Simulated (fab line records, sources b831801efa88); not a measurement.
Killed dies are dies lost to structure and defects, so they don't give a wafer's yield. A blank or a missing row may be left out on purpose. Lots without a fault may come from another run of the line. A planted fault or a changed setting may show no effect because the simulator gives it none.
fab line records | flow gf180mcu | part 1 of 2: steps 1 to 27 of 37
record lots=5 wafers=15 last_day=33
route steps=602 shown SAB@269 SALICIDE@278 CONTACT@287
lots that met no fault: from a run of the same line without faults
start_h: hours from the record's first day to the start of the lot's first wafer shown | wait_h: hours since the lot's step before | " the same as in the row above | L1.1+2: a row that stands for several wafers | - no value, or no start given | * or withheld: withheld | < > ~ a bound
route shown NAME@n: a module of which the file shows steps, and the number in the route of the first | usual: mean/standard deviation of fault-free wafers | same: alike in all rows | chamber/n: place in a boat | sites: the reading at each site | _std_site: their standard deviation | _edge_site: outer sites' mean less inner sites' | radius_mm: how far each site lies from the wafer's centre | mask NAME#n: copy n | behind: the tool/chamber that last shaped the wafer | hold: why the lot was held/for how many hours/how that ended | device: the transistor (n, p or np) that didn't switch | end of line: the same wafers' tests at the end of the route | a step without rows: its recipe alone | killed: dies lost to structure and defects at the first sort, not the wafer's yield | map: a wafer's dies, x killed, . not, _ none there
set.NAME: the setting as run; set.NAME@STEP: as run at that earlier step | model.NAME: the simulator's own value behind a step, which no gauge read
lots at some steps of the route; a table a step, a row a wafer
services: from which hour (start_h, from the record's first day; less than 0 if before it) a tool's chamber was out of use, for how many hours, and why
## steps
# step GF_SAB_SOFTBAKE_05
# recipe temp_c=90 time_s=60 resist=NOVOLAK
# columns lot.wafer tool chamber start_h wait_h
L077.2+3+5 litho_track-04 0 354.87 0.1
L082.3+4+5 litho_track-04 0 409.14 0.1
L086.2+5+6 litho_track-03 0 448.61 0.1
L087.1+3+4 litho_track-03 0 457.78 0.1
L092.1+4+6 litho_track-04 0 491.44 0.1
# step GF_SAB_EXPOSE_06
# recipe mask_id=SAB target_cd_nm=420 na=0.6 source_shape=conventional sigma_outer=0.6 dose_mj=140
# usual exposure_dose_mJ_cm2=139.94/0.15
# same sigma_outer=0.6
# columns lot.wafer tool chamber start_h wait_h mask exposure_dose_mJ_cm2
L077.2 iline_stepper-01 0 - - SAB#0 139.68
L077.3 " 0 " " SAB#0 139.64
L077.5 " 0 " " SAB#0 139.76
L082.3 iline_stepper-01 0 - - SAB#0 140.15
L082.4 " 0 " " SAB#0 139.85
L082.5 " 0 " " SAB#0 140.00
L086.2 iline_stepper-02 0 - - SAB#0 139.84
L086.5 " 0 " " SAB#0 140.01
L086.6 " 0 " " SAB#0 139.93
L087.1 iline_stepper-01 0 - - SAB#0 139.92
L087.3 " 0 " " SAB#0 140.06
L087.4 " 0 " " SAB#0 140.00
L092.1 iline_stepper-02 0 - - SAB#0 139.92
L092.4 " 0 " " SAB#0 139.76
L092.6 " 0 " " SAB#0 139.85
# step GF_SAB_PEB_07
# recipe temp_c=withheld time_s=* resist=NOVOLAK
# columns lot.wafer tool chamber start_h wait_h
L077.2+3+5 litho_track-03 0 - -
L082.3+4+5 litho_track-01 0 - -
L086.2+5+6 litho_track-03 0 - -
L087.1+3+4 litho_track-03 0 - -
L092.1+4+6 litho_track-04 0 - -
# step GF_SAB_DEVELOP_08
# recipe develop_time_s=60 dev_temp_c=23
# usual developer_temp_C=23.00/0.11
# columns lot.wafer tool chamber start_h wait_h developer_temp_C
L077.2 litho_track-03 0 365.76 0.1 22.96
L077.3 " 0 " " 22.91
L077.5 " 0 " " 22.98
L082.3 litho_track-01 0 420.36 0.1 22.96
L082.4 " 0 " " 22.88
L082.5 " 0 " " 23.07
L086.2 litho_track-03 0 461.21 0.1 22.96
L086.5 " 0 " " 22.75
L086.6 " 0 " " 22.87
L087.1 litho_track-03 0 469.93 0.1 22.81
L087.3 " 0 " " 22.93
L087.4 " 0 " " 22.87
L092.1 litho_track-04 0 503.34 0.1 23.13
L092.4 " 0 " " 22.97
L092.6 " 0 " " 23.06
# step GF_SAB_CD_MEAS_09
# recipe target_cd_nm=420
# usual cd_nm=420.4/2.2
# columns lot.wafer tool chamber start_h wait_h cd_nm
L077.2 cd_sem-02 - 365.90 0.1 421.1
L077.3 " - " " 419.7
L077.5 " - " " 420.4
L082.3 cd_sem-01 - 420.50 0.1 415.7
L082.4 " - " " 417.4
L082.5 " - " " 415.6
L086.2 cd_sem-02 - 461.35 0.1 422.1
L086.5 " - " " 421.6
L086.6 " - " " 421.0
L087.1 cd_sem-02 - 470.08 0.1 423.8
L087.3 " - " " 422.6
L087.4 " - " " 423.4
L092.1 cd_sem-02 - 503.49 0.1 420.3
L092.4 " - " " 420.5
L092.6 " - " " 418.4
# step GF_SAB_OVL_MEAS_10
# usual SAB_OVL=-0.5/1.4
# columns lot.wafer tool chamber start_h wait_h SAB_OVL[nm]
L077.2 overlay-01 - 366.01 0.1 1.2
L077.3 " - " " -0.3
L077.5 " - " " 0.1
L082.3 overlay-02 - 420.59 0.1 -0.7
L082.4 " - " " 2.4
L082.5 " - " " 1.0
L086.2 overlay-01 - 461.48 0.1 1.9
L086.5 " - " " -1.6
L086.6 " - " " -0.7
L087.1 overlay-01 - 470.20 0.1 -2.6
L087.3 " - " " -0.5
L087.4 " - " " 0.0
L092.1 overlay-02 - 503.61 0.1 -1.3
L092.4 " - " " -0.6
L092.6 " - " " 1.1
# step GF_SAB_ETCH_11
# recipe chemistry=C4F8/O2/Ar mask_material=NOVOLAK target=SiO2 target_depth_nm=55 source_w=1500 bias_w=1200 pressure_mtorr=40 c4f8_flow_sccm=withheld O2_flow_sccm=6 Ar_flow_sccm=300 time_s=8.5
# usual bias_w=1200/3.4 oes_product_au=0.996/0.0079
# columns lot.wafer tool chamber start_h wait_h bias_w oes_product_au rf_hours_counter_h
L077.2 rie_diel-02 3 366.04 0.0 1199 0.984 84
L077.3 " 1 " " 1204 0.996 26
L077.5 " 1 " " 1200 1.004 -
L082.3 rie_diel-03 1 420.62 0.0 1199 0.998 12
L082.4 " 1 " " 1197 0.999 -
L082.5 " 3 " " 1202 1.005 -
L086.2 rie_diel-02 2 461.51 0.0 1200 0.992 10
L086.5 " 2 " " 1202 0.995 -
L086.6 " 1 " " 1204 0.988 -
L087.1 rie_diel-02 3 470.24 0.0 1199 0.995 87
L087.3 " 0 " " 1203 0.993 9
L087.4 " 1 " " 1201 0.990 29
L092.1 rie_diel-04 1 503.65 0.0 1203 0.982 2
L092.4 " 2 " " 1202 0.991 -
L092.6 " 1 " " 1202 0.989 -
# step GF_SAB_WET_ETCH_12
# recipe chemistry=dHF target_depth_nm=22 dry=n2_spin target=SiO2 temp_c=25 dilution=100:1 time_s=440
# usual bath_heat_duty_pct=6.6/0.87
# columns lot.wafer tool chamber start_h wait_h bath_heat_duty_pct
L077.2 wet_bench-04 1 366.06 0.0 7.1
L077.3 " 1 " " 6.2
L077.5 " 1 " " 6.6
L082.3 wet_bench-02 1 420.64 0.0 5.8
L082.4 " 1 " " 6.4
L082.5 " 1 " " 6.0
L086.2 wet_bench-04 0 461.54 0.0 5.9
L086.5 " 0 " " 6.3
L086.6 " 0 " " 5.2
L087.1 wet_bench-01 1 470.26 0.0 6.4
L087.3 " 1 " " 6.9
L087.4 " 1 " " 6.6
L092.1 wet_bench-01 0 503.67 0.0 5.9
L092.4 " 0 " " 4.6
L092.6 " 0 " " 4.4
# step GF_SAB_STRIP_13
# recipe chemistry=O2/N2 power_w=1400 pressure_mtorr=1500 platen_temp_c=250 o2_flow_sccm=3000 n2_flow_sccm=300 overash_fraction=0.5
# usual drypump_motor_current_A=5.8/0.45 heater_power_w=329/34 oes_product_au=0.710/0.005 strip_time_to_endpoint_s=12.613/0.029
# columns lot.wafer tool chamber start_h wait_h drypump_motor_current_A heater_power_w oes_product_au rf_hours_counter_h strip_time_to_endpoint_s
L077.2 plasma_asher-02 0 366.20 0.0 6.3 363 0.713 24 12.592
L077.3 " 0 " " 6.3 368 0.702 - 12.575
L077.5 " 1 " " 5.4 289 0.712 - 12.591
L082.3 plasma_asher-01 1 420.83 0.0 5.2 339 0.716 - 12.582
L082.4 " 0 " " 6.2 302 0.716 - 12.579
L082.5 " 1 " " 5.2 329 0.715 - 12.567
L086.2 plasma_asher-01 1 461.67 0.0 5.2 345 0.712 78 12.621
L086.5 " 1 " " 5.2 340 0.715 - 12.614
L086.6 " 0 " " 6.2 302 0.710 - 12.626
L087.1 plasma_asher-01 0 470.40 0.0 6.2 305 0.717 79 12.586
L087.3 " 0 " " 6.2 298 0.710 - 12.598
L087.4 " 1 " " 5.2 341 0.707 - 12.600
L092.1 plasma_asher-02 1 503.81 0.0 5.4 301 0.712 38 12.645
L092.4 " 1 " " 5.4 297 0.702 - 12.643
L092.6 " 0 " " 6.3 362 0.701 - 12.629
# step GF_SALICIDE_CLEAN_00
# recipe chemistry=SC1/SC2 mix=1:4:20 temp_c=70 time_s=150
# usual bath_heat_duty_pct=14.1/1.3
# columns lot.wafer tool chamber start_h wait_h bath_heat_duty_pct
L077.2 wet_bench-03 2 366.30 0.1 18.1
L077.3 " 2 " " 15.3
L077.5 " 2 " " 15.6
L082.3 wet_bench-03 1 420.89 0.0 13.8
L082.4 " 1 " " 13.3
L082.5 " 1 " " 13.5
L086.2 wet_bench-02 3 461.77 0.1 13.2
L086.5 " 3 " " 13.4
L086.6 " 3 " " 15.1
L087.1 wet_bench-03 1 470.50 0.1 13.1
L087.3 " 1 " " 12.4
L087.4 " 1 " " 14.4
L092.1 wet_bench-02 1 503.91 0.1 14.0
L092.4 " 1 " " 12.8
L092.6 " 1 " " 14.8
# step GF_SALICIDE_WET_ETCH_01
# recipe chemistry=dHF target_depth_nm=5 dry=ipa_marangoni target=SiO2 temp_c=25 dilution=100:1 time_s=100
# usual bath_heat_duty_pct=6.2/0.99
# columns lot.wafer tool chamber start_h wait_h bath_heat_duty_pct
L077.2 wet_bench-01 0 366.36 0.0 4.7
L077.3 " 0 " " 5.2
L077.5 " 0 " " 4.7
L082.3 wet_bench-02 2 420.94 0.0 6.1
L082.4 " 2 " " 5.8
L082.5 " 2 " " 6.6
L086.2 wet_bench-03 1 461.82 0.0 6.9
L086.5 " 1 " " 6.7
L086.6 " 1 " " 6.1
L087.1 wet_bench-01 1 470.55 0.0 6.1
L087.3 " 1 " " 6.7
L087.4 " 1 " " 7.0
L092.1 wet_bench-01 0 503.97 0.0 4.9
L092.4 " 0 " " 5.3
L092.6 " 0 " " 5.1
# step GF_SALICIDE_SPUTTER_02
# recipe material=Co target_thk_nm=10 power_w=1000 time_s=20 chamber_pressure_pa=0.4
# usual throttle_valve_pct=30.3/1.2
# columns lot.wafer tool chamber start_h wait_h throttle_valve_pct
L077.2 pvd_sputter-04 - 366.40 0.0 29.1
L077.3 " - " " 30.0
L077.5 " - " " 29.5
L082.3 pvd_sputter-03 - 420.99 0.0 31.5
L082.4 " - " " 30.4
L082.5 " - " " 30.7
L086.2 pvd_sputter-04 - 461.85 0.0 29.4
L086.5 " - " " 29.6
L086.6 " - " " 29.9
L087.1 pvd_sputter-03 - 470.59 0.0 31.9
L087.3 " - " " 30.3
L087.4 " - " " 30.0
L092.1 pvd_sputter-02 - 504.01 0.0 30.0
L092.4 " - " " 30.9
L092.6 " - " " 31.5
# step GF_SALICIDE_SPUTTER_03
# recipe material=TiN target_thk_nm=20 power_w=6500 time_s=16.7 chamber_pressure_pa=0.4
# usual throttle_valve_pct=30.3/1.1
# columns lot.wafer tool chamber start_h wait_h throttle_valve_pct
L077.2 pvd_sputter-04 - 366.42 0.0 29.0
L077.3 " - " " 30.2
L077.5 " - " " 29.5
L082.3 pvd_sputter-03 - 421.01 0.0 31.8
L082.4 " - " " 30.5
L082.5 " - " " 30.9
L086.2 pvd_sputter-04 - 461.88 0.0 29.2
L086.5 " - " " 29.5
L086.6 " - " " 29.9
L087.1 pvd_sputter-03 - 470.62 0.0 31.7
L087.3 " - " " 30.7
L087.4 " - " " 29.7
L092.1 pvd_sputter-02 - 504.03 0.0 30.0
L092.4 " - " " 30.7
L092.6 " - " " 31.4
# step GF_SALICIDE_RS_MEAS_04
# recipe thk_meas_gauge=four-point-probe reads=TiN_of_SALICIDE_SPUTTER_03+Co_of_SALICIDE_SPUTTER_02
# usual SALICIDE_TIN_RS=16.43/0.28
# columns lot.wafer tool chamber start_h wait_h SALICIDE_TIN_RS[ohm/sq]
L077.2 film_metro-01 - 366.47 0.0 16.33
L077.3 " - " " 16.22
L077.5 " - " " 16.23
L082.3 film_metro-01 - 421.08 0.1 16.41
L082.4 " - " " 16.80
L082.5 " - " " 16.59
L086.2 film_metro-02 - 461.93 0.0 16.68
L086.5 " - " " 16.54
L086.6 " - " " 17.03
L087.1 film_metro-02 - 470.64 0.0 16.39
L087.3 " - " " 16.69
L087.4 " - " " 16.49
L092.1 film_metro-01 - 504.06 0.0 16.24
L092.4 " - " " 16.19
L092.6 " - " " 16.08
# step GF_SALICIDE_THK_MEAS_05
# recipe thk_meas_gauge=xrf reads=TiN_of_SALICIDE_SPUTTER_03
# usual SALICIDE_TIN_THK=20.11/0.22
# columns lot.wafer tool chamber start_h wait_h SALICIDE_TIN_THK[nm]
L077.2 film_metro-01 - 366.58 0.1 19.77
L077.3 " - " " 19.77
L077.5 " - " " 19.93
L082.3 film_metro-01 - 421.18 0.1 20.07
L082.4 " - " " 19.93
L082.5 " - " " 19.82
L086.2 film_metro-02 - 462.04 0.1 20.22
L086.5 " - " " 20.19
L086.6 " - " " 20.11
L087.1 film_metro-02 - 470.76 0.1 20.20
L087.3 " - " " 19.84
L087.4 " - " " 20.04
L092.1 film_metro-01 - 504.18 0.1 20.00
L092.4 " - " " 19.96
L092.6 " - " " 19.85
# step GF_SALICIDE_RTA_06
# recipe temp_c=530 time_s=30 ambient=N2
# usual lamp_power_pct=5.65/0.15 wafer_temp_C_max=532.7/0.74
# columns lot.wafer tool chamber start_h wait_h lamp_power_pct wafer_temp_C_max
L077.2 rtp_anneal-01 0 366.65 0.1 5.47 534.2
L077.3 " 0 " " 5.47 533.4
L077.5 " 0 " " 5.46 533.3
L082.3 rtp_anneal-02 0 421.25 0.1 5.78 531.4
L082.4 " 0 " " 5.77 532.2
L082.5 " 0 " " 5.77 532.8
L086.2 rtp_anneal-01 0 462.10 0.1 5.47 532.7
L086.5 " 0 " " 5.46 533.5
L086.6 " 0 " " 5.46 533.4
L087.1 rtp_anneal-02 0 470.82 0.1 5.78 532.8
L087.3 " 0 " " 5.77 532.0
L087.4 " 0 " " 5.77 532.6
L092.1 rtp_anneal-01 0 504.24 0.1 5.46 533.5
L092.4 " 0 " " 5.47 533.2
L092.6 " 0 " " 5.46 534.3
# step GF_SALICIDE_WET_ETCH_07
# recipe chemistry=SPM target_depth_nm=120 dry=n2_spin
# columns lot.wafer tool chamber start_h wait_h
L077.2+3+5 wet_bench-03 2 366.73 0.1
L082.3+4+5 wet_bench-03 2 421.32 0.1
L086.2+5+6 wet_bench-01 0 462.19 0.1
L087.1+3+4 wet_bench-02 3 470.92 0.1
L092.1+4+6 wet_bench-02 2 504.34 0.1
# step GF_SALICIDE_RTA_08
# recipe temp_c=800 time_s=30 ambient=N2
# usual lamp_power_pct=15.4/0.39 wafer_temp_C_max=804.5/1.2
# columns lot.wafer tool chamber start_h wait_h lamp_power_pct wafer_temp_C_max
L077.2 rtp_anneal-01 0 366.85 0.0 15.2 806.0
L077.3 " 0 " " 15.2 805.0
L077.5 " 0 " " 15.2 807.9
L082.3 rtp_anneal-01 0 421.45 0.0 15.2 806.7
L082.4 " 0 " " 15.2 803.9
L082.5 " 0 " " 15.2 804.3
L086.2 rtp_anneal-01 0 462.39 0.0 15.2 803.5
L086.5 " 0 " " 15.2 805.7
L086.6 " 0 " " 15.2 804.6
L087.1 rtp_anneal-01 0 471.02 0.0 15.2 806.4
L087.3 " 0 " " 15.2 804.7
L087.4 " 0 " " 15.2 805.1
L092.1 rtp_anneal-02 0 504.44 0.0 16.0 803.2
L092.4 " 0 " " 16.0 802.7
L092.6 " 0 " " 16.1 802.8
# step GF_CONTACT_CVD_00
# recipe material=SiO2 target_thk_nm=300 sigma_open_frac=0.3 temp_c=400 time_s=50 sih4_flow_sccm=60 pressure_mtorr=6
# usual susceptor_temp_C=400.01/0.22
# columns lot.wafer tool chamber start_h wait_h susceptor_temp_C
L077.2 hdpcvd-01 2 366.93 0.1 399.80
L077.3 " 0 " " 399.65
L077.5 " 0 " " 399.62
L082.3 hdpcvd-01 1 421.51 0.1 400.14
L082.4 " 1 " " 400.62
L082.5 " 0 " " 400.05
L086.2 hdpcvd-02 1 462.47 0.1 400.06
L086.5 " 0 " " 399.86
L086.6 " 1 " " 400.34
L087.1 hdpcvd-01 0 471.12 0.1 399.82
L087.3 " 1 " " 399.69
L087.4 " 2 " " 400.05
L092.1 hdpcvd-01 0 504.54 0.1 400.05
L092.4 " 2 " " 400.26
L092.6 " 1 " " 400.23
# step GF_CONTACT_THK_MEAS_01
# recipe reads=SiO2_of_CONTACT_CVD_00
# usual CONTACT_CVD_00_THK=302.0/2.6
# columns lot.wafer tool chamber start_h wait_h CONTACT_CVD_00_THK[nm]
L077.2 film_metro-01 - 366.99 0.0 299.0
L077.3 " - " " 299.9
L077.5 " - " " 300.8
L082.3 film_metro-01 - 421.58 0.0 303.7
L082.4 " - " " 302.3
L082.5 " - " " 303.5
L086.2 film_metro-03 - 462.52 0.0 302.0
L086.5 " - " " 304.4
L086.6 " - " " 302.6
L087.1 film_metro-02 - 471.16 0.0 303.5
L087.3 " - " " 306.6
L087.4 " - " " 306.0
L092.1 film_metro-01 - 504.58 0.0 300.7
L092.4 " - " " 302.4
L092.6 " - " " 305.3
# step GF_CONTACT_CVD_02
# recipe material=SiO2 target_thk_nm=860 precursor=TEOS temp_c=400 time_s=95.992 rf_w=600
# usual heater_power_w=679/100 susceptor_temp_C=400.01/0.22
# columns lot.wafer tool chamber start_h wait_h heater_power_w susceptor_temp_C
L077.2 pecvd-03 1 367.04 0.0 752 400.25
L077.3 " 2 " " 747 399.91
L077.5 " 0 " " 648 399.81
L082.3 pecvd-03 0 421.62 0.0 705 399.89
L082.4 " 2 " " 721 400.00
L082.5 " 1 " " 614 400.02
L086.2 pecvd-01 0 462.57 0.0 928 400.13
L086.5 " 2 " " 732 399.61
L086.6 " 0 " " 723 400.25
L087.1 pecvd-03 1 471.22 0.1 728 399.93
L087.3 " 0 " " 751 399.99
L087.4 " 2 " " 729 399.71
L092.1 pecvd-01 0 504.64 0.1 764 400.05
L092.4 " 0 " " 819 399.91
L092.6 " 1 " " 528 400.07
# step GF_CONTACT_THK_MEAS_03
# recipe reads=SiO2_of_CONTACT_CVD_02
# usual CONTACT_CVD_02_THK=856/9.9
# columns lot.wafer tool chamber start_h wait_h CONTACT_CVD_02_THK[nm]
L077.2 film_metro-02 - 367.12 0.0 847
L077.3 " - " " 847
L077.5 " - " " 860
L082.3 film_metro-01 - 421.71 0.1 828
L082.4 " - " " 857
L082.5 " - " " 851
L086.2 film_metro-02 - 462.65 0.0 847
L086.5 " - " " 862
L086.6 " - " " 858
L087.1 film_metro-03 - 471.29 0.0 845
L087.3 " - " " 850
L087.4 " - " " 850
L092.1 film_metro-02 - 504.71 0.0 860
L092.4 " - " " 872
L092.6 " - " " 867
# step GF_CONTACT_CMP_04
# recipe material=SiO2 down_force_psi=4 platen_rpm=60 pad_velocity_m_s=0.94248
# usual head_pressure_psi=4.000/0.0083 motor_current_A=11.7/0.9 time_to_endpoint_s=110/5.7
# columns lot.wafer tool chamber start_h wait_h head_pressure_psi motor_current_A time_to_endpoint_s
L077.2 cmp-02 1 367.22 0.1 3.991 12.8 114
L077.3 " 3 " " 4.013 11.7 111
L077.5 " 1 " " 4.000 12.3 118
L082.3 cmp-01 1 421.75 0.0 3.985 11.5 101
L082.4 " 2 " " 3.992 13.5 105
L082.5 " 2 " " 3.978 13.1 105
L086.2 cmp-01 0 462.75 0.1 3.995 10.8 100
L086.6 " 3 " " 3.988 10.9 108
L086.5 " 0 " " 3.992 11.0 111
L087.3 cmp-01 3 471.35 0.0 4.005 11.0 110
L087.4 " 0 " " 3.992 10.8 112
L087.1 " 1 " " 3.990 11.3 109
L092.1 cmp-02 1 504.77 0.1 3.996 12.3 116
L092.4 " 0 " " 4.015 11.6 121
L092.6 " 1 " " 4.002 12.7 115
# step GF_CONTACT_BOW_MEAS_05
# recipe mode=bow
# usual CONTACT_BOW=65/6.6
# columns lot.wafer tool chamber start_h wait_h CONTACT_BOW[um]
L077.2 film_metro-01 - 367.49 0.2 55
L077.3 " - " " 62
L077.5 " - " " 55
L082.3 film_metro-03 - 422.09 0.3 59
L082.4 " - " " 66
L082.5 " - " " 58
L086.2 film_metro-03 - 463.02 0.2 65
L086.5 " - " " 67
L086.6 " - " " 62
L087.1 film_metro-03 - 471.65 0.1 69
L087.3 " - " " 72
L087.4 " - " " 72
L092.1 film_metro-01 - 505.07 0.2 63
L092.4 " - " " 66
L092.6 " - " " 64
# step GF_CONTACT_DEHYDRATE_06
# recipe temp_c=200 time_s=60
# columns lot.wafer tool chamber start_h wait_h
L077.2+3+5 litho_track-02 0 378.53 11.0
L082.3+4+5 litho_track-03 0 434.23 12.1
L086.2+5+6 litho_track-04 0 474.77 11.7
L087.1+3+4 litho_track-02 0 483.75 12.1
L092.1+4+6 litho_track-02 0 515.85 10.8
# step GF_CONTACT_HMDS_07
# recipe prime_time_s=60 prime_temp_c=120
# columns lot.wafer tool chamber start_h wait_h
L077.2+3+5 litho_track-02 0 378.68 0.1
L082.3+4+5 litho_track-03 0 434.38 0.1
L086.2+5+6 litho_track-04 0 474.92 0.1
L087.1+3+4 litho_track-02 0 483.90 0.1
L092.1+4+6 litho_track-02 0 516.00 0.1
# step GF_CONTACT_COAT_08
# recipe resist=BARC temp_c=withheld time_s=withheld spin_rpm=withheld resist_thk_nm=withheld
# columns lot.wafer tool chamber start_h wait_h
L077.2+3+5 litho_track-02 0 378.83 0.1
L082.3+4+5 litho_track-03 0 434.53 0.1
L086.2+5+6 litho_track-04 0 475.07 0.1
L087.1+3+4 litho_track-02 0 484.05 0.1
L092.1+4+6 litho_track-02 0 516.15 0.1
